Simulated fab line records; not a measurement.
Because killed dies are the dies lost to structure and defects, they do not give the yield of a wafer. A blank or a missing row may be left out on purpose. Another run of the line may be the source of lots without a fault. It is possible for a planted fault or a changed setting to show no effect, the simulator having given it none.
fab line records | flow sky130
[record] lots = 12 | wafers = 36 | lastDay = 50
route steps=708 shown VT_ADJUST_HVTR@135 GATE_OXIDE@197 LDD_LDN@301 SPACER@306 PAD_OPEN@708
lots that met no fault: from a run of the same line without faults
startH: hours from the record's first day to the start of the lot's first wafer shown | waitH: time in hours since the lot's previous step | " the same as in the row above | L1.1+2: one row covering several wafers at once | - no value, or no start given | * or withheld: withheld | < > ~ a bound
route shown NAME@n: a module of which the file shows steps, and the number in the route of the first | usual: average and standard deviation across the fault-free wafers | same: alike in all rows | chamber/n: place in a boat | sites: each site's reading | _std_site: the standard deviation of these | _edge_site: the outer-site mean with the inner-site mean subtracted | radiusMm: how far each site lies from the wafer's centre | mask NAME#n: copy n | behind: the most recent tool/chamber to have shaped the wafer | hold: why the lot was held/for how many hours/how that ended | device: transistor that didn't switch, given as n, p or np | end of line: at the end of the route, the tests of the same wafers | step lacking rows: just its recipe | killed: not the wafer's yield, but the dies lost to structure and defects at the first sort | map: a wafer's dies, x killed, . not, _ none there
set.NAME: the setting as run; set.NAME@STEP: as run at that earlier step | model.NAME: the simulator's own value behind a step, which no gauge read
steps of the route over a sample of lots; a table a step, a row a wafer
services: when a tool's chamber went out of use (startH, in hours from the record's first day, below 0 if earlier), for how many hours, and the reason
[[steps]]
[step SKY_VT_ADJUST_HVTR_EXPOSE_04]
[recipe] maskId = HVTRM | targetCdNm = 380 | na = 0.6 | sourceShape = conventional | sigmaOuter = 0.6 | doseMj = 150
[usual] stageVelMmS = 500.04/0.21
lot.wafer | tool            | chamber | startH | waitH | mask    | stageVelMmS
L900.1    | ilineStepper-01 | 0       | 213.15 | -     | HVTRM#0 | 499.94
L900.2    | "               | 0       | "      | "     | HVTRM#0 | 500.19
L900.4    | "               | 0       | "      | "     | HVTRM#0 | 499.95
L902.2    | ilineStepper-01 | 0       | 224.59 | -     | HVTRM#0 | 500.24
L902.3    | "               | 0       | "      | "     | HVTRM#0 | 500.08
L902.6    | "               | 0       | "      | "     | HVTRM#0 | 500.07
L904.1    | ilineStepper-01 | 0       | 238.38 | -     | HVTRM#0 | 499.76
L904.4    | "               | 0       | "      | "     | HVTRM#0 | 499.80
L904.5    | "               | 0       | "      | "     | HVTRM#0 | 499.66
L905.1    | ilineStepper-02 | 0       | 252.96 | -     | HVTRM#0 | 499.90
L905.2    | "               | 0       | "      | "     | HVTRM#0 | 499.84
L905.3    | "               | 0       | "      | "     | HVTRM#0 | 499.95
L906.1    | ilineStepper-01 | 0       | 269.47 | -     | HVTRM#0 | 500.06
L906.2    | "               | 0       | "      | "     | HVTRM#0 | 499.88
L906.3    | "               | 0       | "      | "     | HVTRM#0 | 500.17
L908.2    | ilineStepper-01 | 0       | 280.59 | -     | HVTRM#0 | 500.01
L908.4    | "               | 0       | "      | "     | HVTRM#0 | 500.22
L908.6    | "               | 0       | "      | "     | HVTRM#0 | 500.14
L910.1    | ilineStepper-02 | 0       | 285.42 | -     | HVTRM#0 | 500.16
L910.3    | "               | 0       | "      | "     | HVTRM#0 | 500.32
L910.6    | "               | 0       | "      | "     | HVTRM#0 | 499.88
L909.3    | ilineStepper-01 | 0       | 286.64 | -     | HVTRM#0 | 500.15
L909.4    | "               | 0       | "      | "     | HVTRM#0 | 499.95
L909.6    | "               | 0       | "      | "     | HVTRM#0 | 500.25
L914.2    | ilineStepper-01 | 0       | 311.99 | -     | HVTRM#0 | 500.37
L914.4    | "               | 0       | "      | "     | HVTRM#0 | 500.20
L914.6    | "               | 0       | "      | "     | HVTRM#0 | 500.21
L916.1    | ilineStepper-01 | 0       | 330.12 | -     | HVTRM#0 | 500.18
L916.2    | "               | 0       | "      | "     | HVTRM#0 | 499.85
L916.6    | "               | 0       | "      | "     | HVTRM#0 | 499.94
L917.4    | ilineStepper-02 | 0       | 338.67 | -     | HVTRM#0 | 500.16
L917.5    | "               | 0       | "      | "     | HVTRM#0 | 500.09
L917.6    | "               | 0       | "      | "     | HVTRM#0 | 499.83
L918.3    | ilineStepper-02 | 0       | 345.91 | -     | HVTRM#0 | 499.91
L918.4    | "               | 0       | "      | "     | HVTRM#0 | 499.71
L918.5    | "               | 0       | "      | "     | HVTRM#0 | 499.84
[step SKY_VT_ADJUST_HVTR_OVL_MEAS_08]
[usual] VT_ADJUST_HVTR_OVL = 1.1/1.4
lot.wafer | tool       | chamber | startH | waitH | VT_ADJUST_HVTR_OVL[nm]
L900.1    | overlay-02 | -       | 223.74 | 0.1   | 2.8
L900.2    | "          | -       | "      | "     | 0.3
L900.4    | "          | -       | "      | "     | -1.2
L902.2    | overlay-02 | -       | 235.73 | 0.1   | -0.1
L902.3    | "          | -       | "      | "     | -0.5
L902.6    | "          | -       | "      | "     | 0.7
L904.1    | overlay-01 | -       | 249.54 | 0.1   | 2.0
L904.4    | "          | -       | "      | "     | 1.9
L904.5    | "          | -       | "      | "     | 1.9
L905.1    | overlay-02 | -       | 265.09 | 0.1   | 1.2
L905.2    | "          | -       | "      | "     | 3.5
L905.3    | "          | -       | "      | "     | 4.3
L906.1    | overlay-01 | -       | 281.76 | 0.1   | 1.2
L906.2    | "          | -       | "      | "     | 3.0
L906.3    | "          | -       | "      | "     | 0.5
L908.2    | overlay-01 | -       | 293.28 | 0.1   | 1.6
L908.4    | "          | -       | "      | "     | 1.2
L908.6    | "          | -       | "      | "     | 2.7
L910.1    | overlay-02 | -       | 297.66 | 0.1   | 1.0
L910.3    | "          | -       | "      | "     | -0.4
L910.6    | "          | -       | "      | "     | 1.1
L909.3    | overlay-02 | -       | 298.43 | 0.1   | -190.6
L909.4    | "          | -       | "      | "     | -189.6
L909.6    | "          | -       | "      | "     | -191.5
L914.2    | overlay-02 | -       | 324.92 | 0.1   | -190.5
L914.4    | "          | -       | "      | "     | -189.8
L914.6    | "          | -       | "      | "     | -189.1
L916.1    | overlay-01 | -       | 343.14 | 0.1   | -189.7
L916.2    | "          | -       | "      | "     | -190.9
L916.6    | "          | -       | "      | "     | -188.4
L917.4    | overlay-02 | -       | 352.13 | 0.1   | -0.8
L917.5    | "          | -       | "      | "     | 0.9
L917.6    | "          | -       | "      | "     | 0.6
L918.3    | overlay-02 | -       | 359.63 | 0.1   | -0.9
L918.4    | "          | -       | "      | "     | 0.6
L918.5    | "          | -       | "      | "     | 0.0
[step SKY_GATE_OXIDE_OVL_MEAS_10]
[usual] GATE_OXIDE_OVL = 1.0/1.2
lot.wafer | tool       | chamber | startH | waitH | GATE_OXIDE_OVL[nm]
L900.1    | overlay-02 | -       | 331.17 | 0.1   | 0.8
L900.2    | "          | -       | "      | "     | 2.6
L900.4    | "          | -       | "      | "     | 1.4
L902.2    | overlay-02 | -       | 347.43 | 0.1   | 0.4
L902.3    | "          | -       | "      | "     | -0.6
L902.6    | "          | -       | "      | "     | -0.4
L904.1    | overlay-02 | -       | 360.15 | 0.1   | 1.2
L904.4    | "          | -       | "      | "     | 0.9
L904.5    | "          | -       | "      | "     | 0.6
L905.1    | overlay-01 | -       | 380.44 | 0.1   | 1.7
L905.2    | "          | -       | "      | "     | 0.5
L905.3    | "          | -       | "      | "     | 0.9
L906.1    | overlay-02 | -       | 403.15 | 0.1   | -0.6
L906.2    | "          | -       | "      | "     | 0.0
L906.3    | "          | -       | "      | "     | -1.5
L908.2    | overlay-02 | -       | 414.63 | 0.1   | 2.0
L908.4    | "          | -       | "      | "     | 3.9
L908.6    | "          | -       | "      | "     | 3.2
L910.1    | overlay-01 | -       | 416.99 | 0.1   | 3.1
L910.3    | "          | -       | "      | "     | 0.4
L910.6    | "          | -       | "      | "     | 1.8
L909.3    | overlay-02 | -       | 420.95 | 0.1   | -0.5
L909.4    | "          | -       | "      | "     | 0.4
L909.6    | "          | -       | "      | "     | 0.3
L914.2    | overlay-02 | -       | 449.20 | 0.1   | 1.8
L914.4    | "          | -       | "      | "     | -0.6
L914.6    | "          | -       | "      | "     | 0.6
L916.1    | overlay-02 | -       | 472.55 | 0.1   | 2.3
L916.2    | "          | -       | "      | "     | 1.2
L916.6    | "          | -       | "      | "     | 1.8
L917.4    | overlay-02 | -       | 476.31 | 0.1   | -0.5
L917.5    | "          | -       | "      | "     | -0.1
L917.6    | "          | -       | "      | "     | 1.1
L918.3    | overlay-01 | -       | 501.28 | 0.1   | -0.5
L918.4    | "          | -       | "      | "     | 0.9
L918.5    | "          | -       | "      | "     | 1.8
[step SKY_LDD_LDN_STRIP_12]
[recipe] chemistry = O2/N2 | powerW = 1400 | pressureMtorr = 1500 | platenTempC = withheld | o2FlowSccm = 3000 | n2FlowSccm = 300 | overashFraction = 0.5
[usual] drypumpMotorCurrentA = 5.7/0.51 | oesProductAu = 0.715/0.0042 | stripTimeToEndpointS = 14.19/0.038
lot.wafer | tool           | chamber | startH | waitH | drypumpMotorCurrentA | oesProductAu | rfHoursCounterH | stripTimeToEndpointS
L900.1    | plasmaAsher-03 | 0       | 551.68 | 0.1   | 6.1                  | 0.714        | 12              | 14.20
L900.2    | "              | 1       | "      | "     | 5.9                  | 0.725        | 12              | 14.19
L900.4    | "              | 0       | "      | "     | 6.1                  | 0.721        | -               | 14.18
L902.2    | plasmaAsher-03 | 0       | 571.60 | 0.1   | 6.1                  | 0.713        | 14              | 14.17
L902.3    | "              | 1       | "      | "     | 5.8                  | 0.713        | -               | 14.20
L902.6    | "              | 0       | "      | "     | 6.1                  | 0.718        | -               | 14.17
L904.1    | plasmaAsher-04 | 1       | 597.91 | 0.1   | 4.9                  | 0.718        | 79              | 14.16
L904.4    | "              | 1       | "      | "     | 4.9                  | 0.723        | -               | 14.17
L904.5    | "              | 1       | "      | "     | 4.9                  | 0.720        | -               | 14.17
L905.1    | plasmaAsher-02 | 1       | 605.80 | 0.1   | 6.1                  | 0.713        | 92              | 14.24
L905.2    | "              | 0       | "      | "     | 5.1                  | 0.715        | 92              | 14.23
L905.3    | "              | 1       | "      | "     | 6.1                  | 0.711        | -               | 14.25
L906.1    | plasmaAsher-04 | 0       | 626.81 | 0.1   | 6.1                  | 0.715        | 82              | 14.18
L906.2    | "              | 1       | "      | "     | 4.9                  | 0.708        | 82              | 14.18
L906.3    | "              | 0       | "      | "     | 6.1                  | 0.710        | -               | 14.17
L908.2    | plasmaAsher-02 | 0       | 639.66 | 0.1   | 5.1                  | 0.714        | 95              | 14.18
L908.4    | "              | 0       | "      | "     | 5.1                  | 0.712        | -               | 14.14
L908.6    | "              | 0       | "      | "     | 5.1                  | 0.716        | -               | 14.19
L910.1    | plasmaAsher-02 | 1       | 642.01 | 0.1   | 6.1                  | 0.719        | 96              | 14.21
L910.3    | "              | 1       | "      | "     | 6.1                  | 0.713        | -               | 14.30
L910.6    | "              | 1       | "      | "     | 6.2                  | 0.715        | -               | 14.26
L909.3    | plasmaAsher-03 | 1       | 644.34 | 0.1   | 5.8                  | 0.721        | -               | 14.19
L909.4    | "              | 0       | "      | "     | 6.0                  | 0.720        | -               | 14.19
L909.6    | "              | 0       | "      | "     | 6.0                  | 0.721        | -               | 14.17
L914.2    | plasmaAsher-03 | 0       | 671.01 | 0.1   | 6.0                  | 0.711        | 24              | 14.16
L914.4    | "              | 1       | "      | "     | 5.8                  | 0.718        | -               | 14.14
L914.6    | "              | 1       | "      | "     | 5.8                  | 0.719        | -               | 14.17
L916.1    | plasmaAsher-04 | 1       | 688.45 | 0.1   | 4.9                  | 0.712        | 88              | 14.16
L916.2    | "              | 0       | "      | "     | 6.1                  | 0.713        | 88              | 14.16
L916.6    | "              | 1       | "      | "     | 4.9                  | 0.721        | -               | 14.14
L917.4    | plasmaAsher-02 | 0       | 694.19 | 0.1   | 5.1                  | 0.721        | -               | 14.22
L917.5    | "              | 1       | "      | "     | 6.1                  | 0.720        | -               | 14.25
L917.6    | "              | 0       | "      | "     | 5.1                  | 0.713        | -               | 14.21
L918.3    | plasmaAsher-04 | 0       | 717.71 | 0.1   | 6.1                  | 0.720        | -               | 14.22
L918.4    | "              | 1       | "      | "     | 4.9                  | 0.719        | -               | 14.20
L918.5    | "              | 1       | "      | "     | 4.9                  | 0.712        | -               | 14.15
[step SKY_SPACER_ETCHBACK_02]
[recipe] chemistry = CH3F/O2 | target = Si3N4 | stopOn = SiO2 | sourceW = 400 | biasW = 80 | pressureMtorr = 25 | ch3fFlowSccm = 40 | O2_flow_sccm = 30 | timeS = 46.7 | targetDepthA = 450
[usual] drypumpMotorCurrentA = 5.7/0.51 | oesProductAu = 0.856/0.0065 | throttleValvePct = 10.563/0.0093
lot.wafer | tool       | chamber | startH | waitH | drypumpMotorCurrentA | oesProductAu | rfHoursCounterH | throttleValvePct
L900.1    | rieDiel-02 | 3       | 553.15 | 0.1   | 5.3                  | 0.868        | 31              | 10.571
L900.2    | "          | 0       | "      | "     | 5.1                  | 0.860        | 63              | 10.568
L900.4    | "          | 1       | "      | "     | 6.1                  | 0.866        | 11              | 10.565
L902.2    | rieDiel-03 | 3       | 573.82 | 0.0   | 5.2                  | 0.851        | 13              | 10.567
L902.3    | "          | 1       | "      | "     | 6.6                  | 0.840        | 12              | 10.541
L902.6    | "          | 3       | "      | "     | 5.2                  | 0.840        | -               | 10.557
L904.1    | rieDiel-01 | 1       | 599.99 | 0.1   | 6.2                  | 0.853        | 8               | 10.557
L904.4    | "          | 0       | "      | "     | 6.1                  | 0.857        | 5               | 10.561
L904.5    | "          | 0       | "      | "     | 6.1                  | 0.857        | -               | 10.561
L905.1    | rieDiel-01 | 3       | 608.79 | 0.1   | 5.1                  | 0.867        | 0               | 10.548
L905.2    | "          | 0       | "      | "     | 6.1                  | 0.850        | 5               | 10.578
L905.3    | "          | 2       | "      | "     | 5.8                  | 0.870        | 8               | 10.560
L906.1    | rieDiel-02 | 2       | 628.76 | 0.1   | 5.1                  | 0.854        | 1               | 10.582
L906.2    | "          | 3       | "      | "     | 5.3                  | 0.858        | 32              | 10.544
L906.3    | "          | 1       | "      | "     | 6.1                  | 0.855        | 12              | 10.578
L908.2    | rieDiel-03 | 3       | 641.13 | 0.0   | 5.3                  | 0.844        | 14              | 10.556
L908.4    | "          | 1       | "      | "     | 6.6                  | 0.854        | 13              | 10.564
L908.6    | "          | 2       | "      | "     | 6.1                  | 0.846        | -               | 10.581
L910.1    | rieDiel-02 | 2       | 643.64 | 0.1   | 5.1                  | 0.844        | 2               | 10.557
L910.3    | "          | 3       | "      | "     | 5.3                  | 0.845        | 32              | 10.559
L910.6    | "          | 2       | "      | "     | 5.1                  | 0.846        | -               | 10.567
L909.3    | rieDiel-01 | 2       | 647.25 | 0.0   | 5.8                  | 0.858        | 8               | 10.533
L909.4    | "          | 1       | "      | "     | 6.2                  | 0.854        | 9               | 10.555
L909.6    | "          | 3       | "      | "     | 5.1                  | 0.861        | -               | 10.564
L914.2    | rieDiel-01 | 0       | 672.51 | 0.0   | 6.1                  | 0.846        | 6               | 10.562
L914.4    | "          | 2       | "      | "     | 5.8                  | 0.862        | 9               | 10.564
L914.6    | "          | 2       | "      | "     | 5.8                  | 0.858        | -               | 10.561
L916.1    | rieDiel-02 | 2       | 689.93 | 0.1   | 5.1                  | 0.860        | 3               | 10.568
L916.2    | "          | 1       | "      | "     | 6.1                  | 0.858        | 13              | 10.569
L916.6    | "          | 0       | "      | "     | 5.1                  | 0.860        | -               | 10.572
L917.4    | rieDiel-01 | 3       | 696.80 | 0.0   | 5.0                  | 0.855        | 2               | 10.557
L917.5    | "          | 3       | "      | "     | 5.0                  | 0.852        | -               | 10.570
L917.6    | "          | 0       | "      | "     | 6.1                  | 0.865        | -               | 10.568
L918.3    | rieDiel-03 | 0       | 721.01 | 0.0   | 5.7                  | 0.856        | 36              | 10.565
L918.4    | "          | 3       | "      | "     | 5.2                  | 0.850        | 17              | 10.571
L918.5    | "          | 1       | "      | "     | 6.7                  | 0.852        | -               | 10.550
[step SKY_PAD_OPEN_PROBE_99]
[usual] killed_at_M0_to_M3 = 46/6.7 | killed_at_M4_up = 3.3/2 | killedAtContacts = 24/5.4 | killedAtFrontEnd = 15/4.3 | killedAtOther = 0.4/0.64 | killedDies = 89/9.1 | killedOpen = 48/7.2 | killedShort = 40/6.3
[same] grossDies = 492 | killedAtBackSide = 0
lot.wafer | tool      | chamber | startH  | waitH | killed_at_M0_to_M3 | killed_at_M4_up | killedAtContacts | killedAtFrontEnd | killedAtOther | killedDies | killedOpen | killedShort
L909.3    | prober-01 | -       | 1160.19 | 0.2   | 45                 | 7               | 17               | 30               | 1             | 100        | 52         | 38
L909.4    | prober-01 | -       | 1160.24 | 0.2   | 48                 | 5               | 17               | 24               | 0             | 94         | 49         | 36
L909.6    | prober-01 | -       | 1160.34 | 0.2   | 45                 | 1               | 27               | 22               | 0             | 95         | 46         | 43
L914.2    | prober-01 | -       | 1180.35 | 0.1   | 43                 | 7               | 25               | 27               | 0             | 102        | 50         | 45
L914.4    | prober-01 | -       | 1180.45 | 0.2   | 41                 | 2               | 24               | 21               | 0             | 88         | 51         | 33
L914.6    | prober-01 | -       | 1180.55 | 0.2   | 41                 | 5               | 23               | 15               | 0             | 84         | 38         | 43
L916.1    | prober-01 | -       | 1188.79 | 0.1   | 36                 | 2               | 18               | 10               | 0             | 66         | 33         | 31
L916.2    | prober-01 | -       | 1188.84 | 0.1   | 44                 | 3               | 27               | 28               | 0             | 102        | 50         | 42
L916.6    | prober-01 | -       | 1189.04 | 0.2   | 45                 | 5               | 18               | 24               | 2             | 94         | 47         | 43
// killed by level:class
L909.3 VIA1:geometricParticle:open=15 VT_ADJUST_HVTR:overlay=9 FIELD_ISO:geometricParticle:open=6 VIA2:geometricParticle:open=6 LI_CONTACT:geometricParticle:open=6 METAL2:geometricParticle:short=6 CONTACT:geometricParticle:open=6 METAL1:geometricParticle:short=6
L909.4 VIA1:geometricParticle:open=13 VIA1:geometricParticle:short=8 CONTACT:geometricParticle:open=7 METAL2:geometricParticle:short=7 VT_ADJUST_HVTR:overlay=7 POLY_GATE:geometricParticle:open=6 FIELD_ISO:geometricParticle:open=5 LI_CONTACT:geometricParticle:open=5
L909.6 CONTACT:geometricParticle:open=11 METAL2:geometricParticle:short=10 VIA1:geometricParticle:open=8 LOCAL_INTERCONNECT:geometricParticle:short=6 VIA3:geometricParticle:open=6 FIELD_ISO:geometricParticle:open=4 LI_CONTACT:geometricParticle:open=4 CONTACT:geometricParticle:short=4
L914.2 VIA1:geometricParticle:open=9 VIA2:geometricParticle:open=7 LI_CONTACT:geometricParticle:open=7 VT_ADJUST_HVTR:overlay=7 FIELD_ISO:geometricParticle:open=6 LOCAL_INTERCONNECT:geometricParticle:short=6 VIA3:geometricParticle:open=6 CONTACT:geometricParticle:open=5
L914.4 VIA1:geometricParticle:open=8 VIA3:geometricParticle:open=7 FIELD_ISO:geometricParticle:open=6 LOCAL_INTERCONNECT:geometricParticle:open=6 VIA2:geometricParticle:open=6 LI_CONTACT:geometricParticle:open=5 LOCAL_INTERCONNECT:geometricParticle:short=5 METAL1:geometricParticle:short=5
L914.6 VIA1:geometricParticle:open=10 METAL2:geometricParticle:short=8 LI_CONTACT:geometricParticle:open=8 POLY_GATE:geometricParticle:short=7 CONTACT:geometricParticle:open=7 VIA1:geometricParticle:short=4 VIA3:geometricParticle:short=4 VIA3:geometricParticle:open=4
L916.1 VIA1:geometricParticle:open=11 CONTACT:geometricParticle:open=7 CONTACT:geometricParticle:short=6 METAL2:geometricParticle:short=6 METAL1:geometricParticle:short=5 VIA2:geometricParticle:open=4 FIELD_ISO:geometricParticle:short=3 LOCAL_INTERCONNECT:geometricParticle:short=3
L916.2 CONTACT:geometricParticle:open=11 VT_ADJUST_HVTR:overlay=10 VIA3:geometricParticle:open=6 LI_CONTACT:geometricParticle:open=6 VIA1:geometricParticle:open=6 METAL1:geometricParticle:short=5 VIA1:geometricParticle:short=5 VIA2:geometricParticle:open=5
L916.6 VIA1:geometricParticle:open=9 VIA2:geometricParticle:open=9 VIA1:geometricParticle:short=6 METAL2:geometricParticle:short=5 CONTACT:geometricParticle:open=5 CONTACT:geometricParticle:short=5 VIA3:geometricParticle:open=5 POLY_GATE:geometricParticle:short=4
[[services]]
tool            | chamber | startH | hours | kind
rieDiel-02      | -       | 189.46 | 2.8   | pm
ilineStepper-02 | -       | 225.38 | 1.7   | pm
plasmaAsher-02  | -       | 238.25 | 0.4   | repair
rieDiel-02      | 0       | 239.78 | 4.4   | repair
plasmaAsher-02  | -       | 256.03 | 1.3   | repair
plasmaAsher-04  | -       | 271.12 | 1.9   | repair
ilineStepper-01 | -       | 295.13 | 1.7   | pm
rieDiel-01      | 2       | 304.52 | 34.0  | repair
rieDiel-02      | 3       | 338.93 | 2.5   | repair
rieDiel-01      | 3       | 346.51 | 3.4   | repair
rieDiel-01      | 3       | 419.32 | 35.4  | repair
ilineStepper-01 | -       | 464.77 | 0.8   | pm
rieDiel-01      | 2       | 484.74 | 2.4   | repair
rieDiel-01      | 3       | 492.05 | 1.2   | repair
ilineStepper-01 | -       | 513.24 | 1.7   | pm
rieDiel-01      | 2       | 521.37 | 7.7   | repair
rieDiel-01      | 3       | 523.99 | 5.7   | repair
ilineStepper-01 | -       | 546.26 | 10.4  | repair
rieDiel-01      | 1       | 560.80 | 3.6   | repair
ilineStepper-01 | -       | 582.46 | 4.4   | pm
ilineStepper-01 | -       | 618.11 | 5.0   | repair
rieDiel-01      | 0       | 676.67 | 6.6   | repair
rieDiel-01      | 3       | 684.43 | 9.5   | repair
ilineStepper-01 | -       | 713.66 | 1.0   | repair
[[key]]
[firstSign] step = SKY_VT_ADJUST_HVTR_OVL_MEAS_08 | reading = VT_ADJUST_HVTR_OVL | direction = down | sigmas = 99+ | usual = 1.1 | struck = -190.0
[effect] step = SKY_PAD_OPEN_PROBE_99 | reading = killedAtFrontEnd | direction = up | sigmas = 1.6 | usual = 15 | struck = 22 | wafersMoved = 3
metAt SKY_VT_ADJUST_HVTR_EXPOSE_04
struckLots L909,L914,L916
testerLeftOut L909,L914,L916
notActingAt SKY_GATE_OXIDE_OVL_MEAS_10,SKY_LDD_LDN_STRIP_12,SKY_SPACER_ETCHBACK_02
onsetBetween 280.59 286.64
[fault] kind = scannerMatchingOverlay | tool = ilineStepper-01 | chamber = - | onsetH = 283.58 | steps = SKY_VT_ADJUST_HVTR_EXPOSE_04 | offset = -191.18
// testerLeftOut: of these lots the tester's yield and bins aren't shown, on N5 and GAA mostly nor the transistor test; their killed dies are dies lost to structure and defects alone, not to doping, threshold or leakage, so they don't give the yield
